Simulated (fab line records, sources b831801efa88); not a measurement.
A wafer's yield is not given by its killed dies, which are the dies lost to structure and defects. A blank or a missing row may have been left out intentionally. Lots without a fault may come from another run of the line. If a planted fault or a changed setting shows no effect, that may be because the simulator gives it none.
A struck lot beside a sound one + flow sky130 + 14 out of 708 route steps
Sound: these wafers, L204.1, L204.2, L204.3. Wafers struck: L195.2, L195.4, L195.5. The cause comes at the end.
At each step with rows: each side's tool, then ch and its chambers, then its first start. Under that, the readings that differ: sound wafers + struck wafers + difference of the means + sigmas: that difference in standard deviations of wafers without a fault.
alike: same words and numbers on both sides, and readings whose means sit less than 2 such deviations apart. not compared: any withheld reading, any reading some wafer has no value for, any bound like >300 that may hide the same value, and any number with overlapping values for which the record gives no deviation.
The two part at a step that has a row with sigmas, a row that says differs or no value, or rows on one side only. Numbers that have no deviation but don't overlap get no sigmas and don't part them. Lack of a reading on every wafer of one side parts them only where that side has two or more wafers.

SKY_METAL2_SPUTTER_01: material TiN, target thk 20 nm, time 16.7 s.
  struck on pvd_sputter-04, day 35 12:32; sound on pvd_sputter-03, day 38 04:16
  alike: throttle_valve_pct
SKY_METAL2_SPUTTER_02: material AlCu, target thk 250 nm, time 13.3 s.
  struck on pvd_sputter-04, day 35 12:34; sound on pvd_sputter-03, day 38 04:17
  alike: throttle_valve_pct
SKY_METAL2_SPUTTER_03: material Ti, target thk 5 nm, time 3.3 s.
  struck on pvd_sputter-04, day 35 12:35; sound on pvd_sputter-03, day 38 04:19
  alike: throttle_valve_pct
SKY_METAL2_SPUTTER_04: material TiN, target thk 70 nm, time 58.3 s.
  struck on pvd_sputter-04, day 35 12:37; sound on pvd_sputter-03, day 38 04:20
  alike: throttle_valve_pct
SKY_METAL2_RS_MEAS_05: measures by four-point-probe.
  struck on film_metro-02, day 35 12:41; sound on film_metro-04, day 38 04:23
  alike: METAL2_ALCU_RS
SKY_METAL2_THK_MEAS_06: measures by xrf.
  struck on film_metro-02, day 35 12:47; sound on film_metro-04, day 38 04:30
  alike: METAL2_ALCU_THK
then, 6 steps without rows for these wafers: SKY_METAL2_DEHYDRATE_07 (time 60 s); SKY_METAL2_HMDS_08 (prime time 60 s); SKY_METAL2_COAT_09 (resist thk 60 nm); SKY_METAL2_COAT_10 (resist thk 450 nm); SKY_METAL2_SOFTBAKE_11 (time 90 s); SKY_METAL2_EXPOSE_12 (exposes mask MM2, target cd 140 nm).
SKY_METAL2_PEB_13:
  sound on litho_track-01 ch 0, day 39 04:00; struck on litho_track-01, day 36 14:00
| reading         | sound          | struck | difference                    | sigmas |
|-----------------|----------------|--------|-------------------------------|--------|
| exhaust_pa (Pa) | 45.6 45.4 44.8 | - - -  | no value on the struck wafers |        |
  not compared: chill_plate_temp_C, resist_line_temp_C
then, 1 step without rows for these wafers: SKY_METAL2_DEVELOP_14 (develop time 60 s).

## WHERE THEY PART
SKY_METAL2_PEB_13 only, going by this record.

WHY: whatever the simulator had introduced
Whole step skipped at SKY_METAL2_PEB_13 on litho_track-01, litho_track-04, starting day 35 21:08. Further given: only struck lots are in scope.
